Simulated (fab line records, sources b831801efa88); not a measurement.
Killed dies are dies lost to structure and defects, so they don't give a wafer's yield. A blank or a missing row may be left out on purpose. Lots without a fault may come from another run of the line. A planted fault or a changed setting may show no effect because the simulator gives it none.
One fault seen from 2 desks | flow gf180mcu | each desk has only its own numbers; what lay behind them comes last

THE METROLOGY DESK
What the gauges read, lot by lot, whatever tool the lot ran on: means of the sampled wafers that have a number. A lot is out of limits, marked OUT, if its mean lies more than 4 standard deviations from the usual mean; the brackets give that distance.
Columns: A = V5_CVD_02_THK at GF_V5_THK_MEAS_03, usual 1459 nm; B = cd_nm at GF_V5_CD_MEAS_14, usual 260.2 nm; C = V5_W_THK at GF_V5_THK_MEAS_25, usual 359 nm
lot  | first seen here | A    | B     | C
L805 | day 26 13:38    | 1445 | 261.4 | 359
L806 | day 26 19:16    | 1444 | 258.8 | 360
L807 | day 27 07:37    | 1466 | 260.2 | 361
L808 | day 27 15:09    | 1460 | 260.0 | 360
L809 | day 28 00:02    | 1465 | 259.3 | 366
L811 | day 28 10:04    | 1474 | 258.7 | 370
L812 | day 28 15:46    | 1460 | 260.1 | 354
L814 | day 29 10:34    | 1468 | 261.6 | 354
L818 | day 30 13:39    | 1460 | 260.7 | 357
L819 | day 30 23:45    | 1440 | 260.7 | 355
L820 | day 31 02:22    | 1471 | 261.2 | 365
L825 | day 32 11:47    | 1432 | 262.4 | 352
L826 | day 32 21:06    | 1423 | 260.0 | 353
L827 | day 32 22:23    | 1477 | 260.9 | 354
This desk's finding: nothing out of limits on any of the 14 lots.

THE TOOL OWNER'S DESK: pvd_sputter-01
The tool's own readings at GF_TOP_METAL_SPUTTER_01 (material TiN, target thk 30 nm, time 25 s): means of the sampled wafers that have a number, for each lot that ran on this tool. A lot is out of limits, marked OUT, if its mean lies more than 4 standard deviations from the usual mean; the brackets give that distance.
Columns: A = cathode_dc_power_W at GF_TOP_METAL_SPUTTER_01, usual 6500.0 W; B = chamber_pressure_pa at GF_TOP_METAL_SPUTTER_01, usual 0.4000 Pa; C = throttle_valve_pct at GF_TOP_METAL_SPUTTER_01, usual 30.0 %
lot  | first seen here | A      | B      | C
L806 | day 27 17:37    | 6499.6 | 0.4003 | 29.6
L808 | day 28 12:31    | 6500.8 | 0.3995 | 29.4
L811 | day 29 07:45    | 6499.6 | 0.4000 | 29.8
L814 | day 30 07:22    | 6500.3 | 0.4007 | 29.6
L827 | day 33 16:22    | 6500.2 | 0.3992 | 30.1
This desk's finding: nothing out of limits on any of the 5 lots.

PUT TOGETHER
The metrology desk saw nothing out of limits.
The tool owner's desk saw nothing out of limits.

WHAT THE SIMULATOR HAD PUT IN
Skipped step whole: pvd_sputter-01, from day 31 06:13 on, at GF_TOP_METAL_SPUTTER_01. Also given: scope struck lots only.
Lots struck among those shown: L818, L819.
